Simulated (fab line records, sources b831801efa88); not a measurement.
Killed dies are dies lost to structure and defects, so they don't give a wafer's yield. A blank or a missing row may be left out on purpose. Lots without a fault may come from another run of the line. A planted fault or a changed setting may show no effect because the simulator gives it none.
Which tool did it? | flow gf180mcu | 24 lots, 72 wafers sampled, at 6 steps of a route of 602

WHAT THE GAUGES READ, wafer by wafer
The record holds no reading of a measuring or inspecting step that can be judged against a usual standard deviation.

WHICH TOOL RAN EACH LOT (tool, then ch and the chambers of the sampled wafers, then the start)
lot  | GF_M3_STRIP_17                       | GF_V3_SPUTTER_21             | GF_M4_SPUTTER_00             | GF_V4_ETCH_17                                 | GF_V4_STRIP_18                       | GF_MIM_SPUTTER_03
L074 | plasma_asher-04 ch 0,1, day 21 09:25 | pvd_sputter-02, day 22 11:28 | pvd_sputter-01, day 22 12:10 | rie_diel-01 ch 0,3, day 24 11:16 or earlier   | plasma_asher-03 ch 0,1, day 24 11:16 | pvd_sputter-04, day 24 12:37
L075 | plasma_asher-02 ch 0,1, day 21 22:22 | pvd_sputter-03, day 22 23:55 | pvd_sputter-02, day 23 00:37 | rie_diel-03 ch 0,1,2, day 24 23:01 or earlier | plasma_asher-03 ch 0,1, day 24 23:01 | pvd_sputter-01, day 25 00:25
L076 | plasma_asher-04 ch 0,1, day 22 02:25 | pvd_sputter-04, day 23 03:59 | pvd_sputter-02, day 23 04:40 | rie_diel-03 ch 1,3, day 25 03:40 or earlier   | plasma_asher-04 ch 1, day 25 03:40   | pvd_sputter-03, day 25 05:03
L077 | plasma_asher-04 ch 0,1, day 22 16:19 | pvd_sputter-03, day 23 17:08 | pvd_sputter-02, day 23 17:50 | rie_diel-01 ch 0,1, day 25 15:22 or earlier   | plasma_asher-04 ch 0,1, day 25 15:22 | pvd_sputter-01, day 25 16:45
L078 | plasma_asher-04 ch 0,1, day 23 07:33 | pvd_sputter-04, day 24 07:57 | pvd_sputter-02, day 24 08:47 | rie_diel-02 ch 0,1,2, day 26 05:22 or earlier | plasma_asher-04 ch 0,1, day 26 05:22 | pvd_sputter-04, day 26 06:43
L079 | plasma_asher-04 ch 0,1, day 23 09:24 | pvd_sputter-03, day 24 09:51 | pvd_sputter-02, day 24 10:41 | rie_diel-01 ch 0,2,3, day 26 07:32 or earlier | plasma_asher-01 ch 0,1, day 26 07:32 | pvd_sputter-04, day 26 08:56
L080 | plasma_asher-02 ch 0, day 23 20:59   | pvd_sputter-04, day 24 21:06 | pvd_sputter-02, day 24 21:47 | rie_diel-03 ch 1,2,3, day 26 18:02 or earlier | plasma_asher-03 ch 0,1, day 26 18:02 | pvd_sputter-03, day 26 19:35
L081 | plasma_asher-01 ch 0,1, day 24 00:50 | pvd_sputter-02, day 25 00:27 | pvd_sputter-01, day 25 01:19 | rie_diel-02 ch 0,2,3, day 26 21:10 or earlier | plasma_asher-01 ch 0,1, day 26 21:10 | pvd_sputter-03, day 26 22:31
L082 | plasma_asher-04 ch 0,1, day 24 09:56 | pvd_sputter-04, day 25 09:41 | pvd_sputter-01, day 25 10:23 | rie_diel-03 ch 0,1, day 27 05:43 or earlier   | plasma_asher-04 ch 0,1, day 27 05:43 | pvd_sputter-03, day 27 07:06
L083 | plasma_asher-02 ch 0,1, day 24 12:10 | pvd_sputter-04, day 25 11:51 | pvd_sputter-03, day 25 12:32 | rie_diel-02 ch 0,1,2, day 27 07:59 or earlier | plasma_asher-03 ch 1, day 27 07:59   | pvd_sputter-01, day 27 09:29
L084 | plasma_asher-04 ch 0,1, day 25 04:16 | pvd_sputter-03, day 26 03:45 | pvd_sputter-01, day 26 04:26 | rie_diel-03 ch 0,3, day 27 23:55 or earlier   | plasma_asher-03 ch 0,1, day 27 23:55 | pvd_sputter-03, day 28 01:19
L085 | plasma_asher-01 ch 0,1, day 25 17:55 | pvd_sputter-03, day 26 16:21 | pvd_sputter-01, day 26 17:08 | rie_diel-02 ch 0,2,3, day 28 11:20 or earlier | plasma_asher-01 ch 1, day 28 11:20   | pvd_sputter-03, day 28 12:44
L086 | plasma_asher-02 ch 0,1, day 25 20:45 | pvd_sputter-02, day 26 19:37 | pvd_sputter-03, day 26 20:19 | rie_diel-02 ch 1,2, day 28 14:12 or earlier   | plasma_asher-03 ch 0,1, day 28 14:12 | pvd_sputter-03, day 28 15:35
L087 | plasma_asher-02 ch 0,1, day 26 05:09 | pvd_sputter-02, day 27 04:23 | pvd_sputter-01, day 27 05:05 | rie_diel-02 ch 1,2, day 28 22:43 or earlier   | plasma_asher-04 ch 0,1, day 28 22:43 | pvd_sputter-01, day 29 00:15
L088 | plasma_asher-02 ch 1, day 26 12:59   | pvd_sputter-02, day 27 11:18 | pvd_sputter-03, day 27 11:59 | rie_diel-02 ch 0,3, day 29 05:37 or earlier   | plasma_asher-04 ch 0,1, day 29 05:37 | pvd_sputter-01, day 29 07:07
L089 | plasma_asher-02 ch 0,1, day 26 22:58 | pvd_sputter-04, day 27 20:59 | pvd_sputter-02, day 27 21:41 | rie_diel-01 ch 0,1, day 29 13:42 or earlier   | plasma_asher-03 ch 0,1, day 29 13:42 | pvd_sputter-01, day 29 15:03
L090 | plasma_asher-02 ch 0,1, day 27 04:53 | pvd_sputter-03, day 28 02:36 | pvd_sputter-01, day 28 03:20 | rie_diel-03 ch 1,2,3, day 29 20:30 or earlier | plasma_asher-03 ch 0,1, day 29 20:30 | pvd_sputter-04, day 29 21:51
L091 | plasma_asher-04 ch 0,1, day 27 09:31 | pvd_sputter-02, day 28 07:22 | pvd_sputter-01, day 28 08:04 | rie_diel-03 ch 1,2, day 29 23:40 or earlier   | plasma_asher-04 ch 0,1, day 29 23:40 | pvd_sputter-01, day 30 01:05
L092 | plasma_asher-04 ch 0,1, day 27 15:50 | pvd_sputter-02, day 28 12:59 | pvd_sputter-01, day 28 13:40 | rie_diel-03 ch 0,1,2, day 30 05:51 or earlier | plasma_asher-04 ch 0,1, day 30 05:51 | pvd_sputter-03, day 30 07:14
L093 | plasma_asher-04 ch 0,1, day 27 20:12 | pvd_sputter-02, day 28 17:59 | pvd_sputter-01, day 28 18:40 | rie_diel-03 ch 1,2,3, day 30 09:34 or earlier | plasma_asher-03 ch 0,1, day 30 09:34 | pvd_sputter-04, day 30 11:01
L094 | plasma_asher-02 ch 0,1, day 28 05:44 | pvd_sputter-02, day 29 03:01 | pvd_sputter-03, day 29 03:43 | rie_diel-03 ch 1,2, day 30 19:03 or earlier   | plasma_asher-01 ch 0,1, day 30 19:03 | pvd_sputter-01, day 30 20:26
L095 | plasma_asher-04 ch 0,1, day 28 09:46 | pvd_sputter-02, day 29 07:20 | pvd_sputter-01, day 29 08:02 | rie_diel-01 ch 0,1,2, day 30 22:43 or earlier | plasma_asher-01 ch 0,1, day 30 22:43 | pvd_sputter-01, day 31 00:06
L096 | plasma_asher-02 ch 0,1, day 28 18:25 | pvd_sputter-02, day 29 15:50 | pvd_sputter-01, day 29 16:31 | rie_diel-03 ch 0,2,3, day 31 06:49 or earlier | plasma_asher-04 ch 0,1, day 31 06:49 | pvd_sputter-04, day 31 08:13
L097 | plasma_asher-02 ch 0,1, day 29 02:07 | pvd_sputter-03, day 29 22:53 | pvd_sputter-03, day 29 23:34 | rie_diel-03 ch 0,1, day 31 13:20 or earlier   | plasma_asher-04 ch 0,1, day 31 13:20 | pvd_sputter-04, day 31 14:55
- GF_M3_STRIP_17: strips in O2/N2.
- GF_V3_SPUTTER_21: material Ti, target thk 15 nm, time 80.02 s.
- GF_M4_SPUTTER_00: material Ti, target thk 37.5 nm, time 150 s.
- GF_V4_ETCH_17: etches SiO2 in C4F8/O2/Ar, stops on TiN, target depth 630 nm.
- GF_V4_STRIP_18: strips in O2/N2.
- GF_MIM_SPUTTER_03: material Ti, target thk 10 nm, time 6.7 s.

WHAT THE TOOLS THEMSELVES READ (means of the sampled wafers that have a number; where no wafer has one, the mark that the record gives instead)
GF_M3_STRIP_17.
lot  | tool            | drypump_motor_current_A (A) | heater_power_w (W) | oes_product_au (a.u.) | strip_time_to_endpoint_s (s)
L074 | plasma_asher-04 | 5.5                         | 342                | 0.558                 | 7.87
L075 | plasma_asher-02 | 5.9                         | 359                | 0.558                 | 7.87
L076 | plasma_asher-04 | 5.6                         | 339                | 0.556                 | 7.89
L077 | plasma_asher-04 | 5.5                         | 340                | 0.559                 | 7.92
L078 | plasma_asher-04 | 5.6                         | 341                | 0.558                 | 7.74
L079 | plasma_asher-04 | 5.5                         | 346                | 0.551                 | 7.79
L080 | plasma_asher-02 | 6.6                         | 335                | 0.554                 | 7.85
L081 | plasma_asher-01 | 5.3                         | 331                | 0.560                 | 7.97
L082 | plasma_asher-04 | 5.5                         | 346                | 0.559                 | 7.85
L083 | plasma_asher-02 | 6.3                         | 343                | 0.557                 | 7.85
L084 | plasma_asher-04 | 5.5                         | 350                | 0.562                 | 7.90
L085 | plasma_asher-01 | 5.3                         | 333                | 0.556                 | 7.82
L086 | plasma_asher-02 | 6.3                         | 347                | 0.557                 | 7.87
L087 | plasma_asher-02 | 6.3                         | 355                | 0.559                 | 7.93
L088 | plasma_asher-02 | 5.6                         | 372                | 0.563                 | 7.96
L089 | plasma_asher-02 | 6.3                         | 347                | 0.558                 | 7.78
L090 | plasma_asher-02 | 5.9                         | 355                | 0.559                 | 7.81
L091 | plasma_asher-04 | 5.6                         | 342                | 0.556                 | 7.86
L092 | plasma_asher-04 | 5.5                         | 343                | 0.562                 | 7.90
L093 | plasma_asher-04 | 5.6                         | 334                | 0.556                 | 7.82
L094 | plasma_asher-02 | 5.9                         | 362                | 0.557                 | 7.80
L095 | plasma_asher-04 | 5.5                         | 344                | 0.564                 | 7.92
L096 | plasma_asher-02 | 5.9                         | 359                | 0.561                 | 7.88
L097 | plasma_asher-02 | 5.9                         | 361                | 0.562                 | 7.97

GF_V3_SPUTTER_21.
lot  | tool           | cathode_dc_power_W (W) | throttle_valve_pct (%)
L074 | pvd_sputter-02 | 2500.1                 | 30.3
L075 | pvd_sputter-03 | 2500.5                 | 29.8
L076 | pvd_sputter-04 | 2499.5                 | 29.9
L077 | pvd_sputter-03 | 2500.0                 | 29.8
L078 | pvd_sputter-04 | 2500.1                 | 30.0
L079 | pvd_sputter-03 | 2500.1                 | 30.1
L080 | pvd_sputter-04 | 2500.1                 | 29.9
L081 | pvd_sputter-02 | 2500.1                 | 30.5
L082 | pvd_sputter-04 | 2500.0                 | 30.3
L083 | pvd_sputter-04 | 2500.4                 | 29.8
L084 | pvd_sputter-03 | 2499.8                 | 30.2
L085 | pvd_sputter-03 | 2499.6                 | 29.5
L086 | pvd_sputter-02 | 2500.5                 | 30.7
L087 | pvd_sputter-02 | 2499.8                 | 30.5
L088 | pvd_sputter-02 | 2499.7                 | 30.2
L089 | pvd_sputter-04 | 2499.8                 | 30.3
L090 | pvd_sputter-03 | 2499.8                 | 30.0
L091 | pvd_sputter-02 | 2500.1                 | 30.6
L092 | pvd_sputter-02 | 2500.0                 | 30.5
L093 | pvd_sputter-02 | 2500.3                 | 30.7
L094 | pvd_sputter-02 | 2500.1                 | 30.0
L095 | pvd_sputter-02 | 2500.2                 | 30.2
L096 | pvd_sputter-02 | 2499.8                 | 30.2
L097 | pvd_sputter-03 | 2500.1                 | 30.0

GF_M4_SPUTTER_00.
lot  | tool           | cathode_dc_power_W (W) | throttle_valve_pct (%)
L074 | pvd_sputter-01 | 3999.6                 | 30.0
L075 | pvd_sputter-02 | 3999.3                 | 30.4
L076 | pvd_sputter-02 | 3999.9                 | 29.9
L077 | pvd_sputter-02 | 3999.7                 | 30.2
L078 | pvd_sputter-02 | 3999.3                 | 30.3
L079 | pvd_sputter-02 | 4000.8                 | 30.4
L080 | pvd_sputter-02 | 3999.5                 | 30.7
L081 | pvd_sputter-01 | 4000.9                 | 30.1
L082 | pvd_sputter-01 | 3999.5                 | 29.3
L083 | pvd_sputter-03 | 4000.1                 | 30.6
L084 | pvd_sputter-01 | 4000.3                 | 30.3
L085 | pvd_sputter-01 | 4000.3                 | 29.9
L086 | pvd_sputter-03 | 4000.3                 | 30.2
L087 | pvd_sputter-01 | 3999.9                 | 30.0
L088 | pvd_sputter-03 | 4000.1                 | 30.1
L089 | pvd_sputter-02 | 4000.7                 | 30.1
L090 | pvd_sputter-01 | 3999.4                 | 29.6
L091 | pvd_sputter-01 | 3999.7                 | 29.4
L092 | pvd_sputter-01 | 3999.6                 | 30.5
L093 | pvd_sputter-01 | 4000.6                 | 29.8
L094 | pvd_sputter-03 | 3999.6                 | 29.5
L095 | pvd_sputter-01 | 4000.3                 | 29.0
L096 | pvd_sputter-01 | 3999.6                 | 29.3
L097 | pvd_sputter-03 | 4000.0                 | 29.3

GF_V4_ETCH_17.
lot  | tool        | oes_product_au (a.u.)
L074 | rie_diel-01 | 0.860
L075 | rie_diel-03 | 0.860
L076 | rie_diel-03 | 0.855
L077 | rie_diel-01 | 0.859
L078 | rie_diel-02 | 0.854
L079 | rie_diel-01 | 0.856
L080 | rie_diel-03 | 0.856
L081 | rie_diel-02 | 0.855
L082 | rie_diel-03 | 0.855
L083 | rie_diel-02 | 0.861
L084 | rie_diel-03 | 0.856
L085 | rie_diel-02 | 0.858
L086 | rie_diel-02 | 0.858
L087 | rie_diel-02 | 0.856
L088 | rie_diel-02 | 0.863
L089 | rie_diel-01 | 0.854
L090 | rie_diel-03 | 0.853
L091 | rie_diel-03 | 0.860
L092 | rie_diel-03 | 0.853
L093 | rie_diel-03 | 0.856
L094 | rie_diel-03 | 0.854
L095 | rie_diel-01 | 0.858
L096 | rie_diel-03 | 0.855
L097 | rie_diel-03 | 0.857

GF_V4_STRIP_18.
lot  | tool            | drypump_motor_current_A (A) | heater_power_w (W) | oes_product_au (a.u.)
L074 | plasma_asher-03 | 5.72                        | 316                | 0.590
L075 | plasma_asher-03 | 5.72                        | 316                | 0.590
L076 | plasma_asher-04 | 5.37                        | 351                | 0.594
L077 | plasma_asher-04 | 5.47                        | 340                | 0.594
L078 | plasma_asher-04 | 5.57                        | 341                | 0.595
L079 | plasma_asher-01 | 5.48                        | 323                | 0.587
L080 | plasma_asher-03 | 5.47                        | 322                | 0.594
L081 | plasma_asher-01 | 5.28                        | 336                | 0.593
L082 | plasma_asher-04 | 5.48                        | 341                | 0.595
L083 | plasma_asher-03 | 5.97                        | 307                | 0.594
L084 | plasma_asher-03 | 5.72                        | 314                | 0.593
L085 | plasma_asher-01 | 5.07                        | 336                | 0.592
L086 | plasma_asher-03 | 5.72                        | 317                | 0.596
L087 | plasma_asher-04 | 5.48                        | 344                | 0.596
L088 | plasma_asher-04 | 5.48                        | 345                | 0.594
L089 | plasma_asher-03 | 5.47                        | 315                | 0.594
L090 | plasma_asher-03 | 5.73                        | 317                | 0.590
L091 | plasma_asher-04 | 5.57                        | 336                | 0.593
L092 | plasma_asher-04 | 5.56                        | 344                | 0.590
L093 | plasma_asher-03 | 5.72                        | 314                | 0.589
L094 | plasma_asher-01 | 5.50                        | 328                | 0.588
L095 | plasma_asher-01 | 5.50                        | 321                | 0.595
L096 | plasma_asher-04 | 5.55                        | 338                | 0.595
L097 | plasma_asher-04 | 5.59                        | 335                | 0.592

GF_MIM_SPUTTER_03.
lot  | tool           | cathode_dc_power_W (W) | throttle_valve_pct (%)
L074 | pvd_sputter-04 | 2999.8                 | 29.1
L075 | pvd_sputter-01 | 2999.5                 | 30.2
L076 | pvd_sputter-03 | 2999.6                 | 30.3
L077 | pvd_sputter-01 | 3000.1                 | 29.8
L078 | pvd_sputter-04 | 2999.6                 | 29.8
L079 | pvd_sputter-04 | 3000.2                 | 30.5
L080 | pvd_sputter-03 | 3000.4                 | 29.8
L081 | pvd_sputter-03 | 2999.4                 | 30.0
L082 | pvd_sputter-03 | 2999.9                 | 29.4
L083 | pvd_sputter-01 | 2999.8                 | 30.0
L084 | pvd_sputter-03 | 3000.5                 | 30.0
L085 | pvd_sputter-03 | 3000.3                 | 30.3
L086 | pvd_sputter-03 | 2999.8                 | 30.0
L087 | pvd_sputter-01 | 3000.0                 | 29.3
L088 | pvd_sputter-01 | 3000.3                 | 29.3
L089 | pvd_sputter-01 | 3000.2                 | 29.3
L090 | pvd_sputter-04 | 2999.8                 | 29.8
L091 | pvd_sputter-01 | 2999.7                 | 29.5
L092 | pvd_sputter-03 | 2999.8                 | 30.1
L093 | pvd_sputter-04 | 2999.4                 | 29.8
L094 | pvd_sputter-01 | 3000.2                 | 29.7
L095 | pvd_sputter-01 | 2999.9                 | 29.4
L096 | pvd_sputter-04 | 2999.5                 | 30.4
L097 | pvd_sputter-04 | 3000.1                 | 29.7

THE ANSWER, worked out from the rows above alone
Rule: what is usual is taken from the lots themselves. Put in order of their means at a reading, lots are off if they are a third of the lots or fewer, leave a main group of 4 or more, and stand apart from it by a gap of 3 or more times the standard deviation of the main group's means; of several such gaps the widest counts. A main group whose means are all the same, to the digits that the tables above print for the reading, isn't used. A lot without any number at a reading at which 4 lots or more have one is off too. The other lots that the step has rows for count as sound. The gauges are gone through in route order, then the tools' own readings, and for those a lot's mean is taken as printed above. The first step at which some lot is off is used, and at that step the reading that is off furthest; a lot without a number counts as furthest.
No lot is off at any reading shown: from this, nothing can be told.

WHAT THE SIMULATOR HAD PUT IN
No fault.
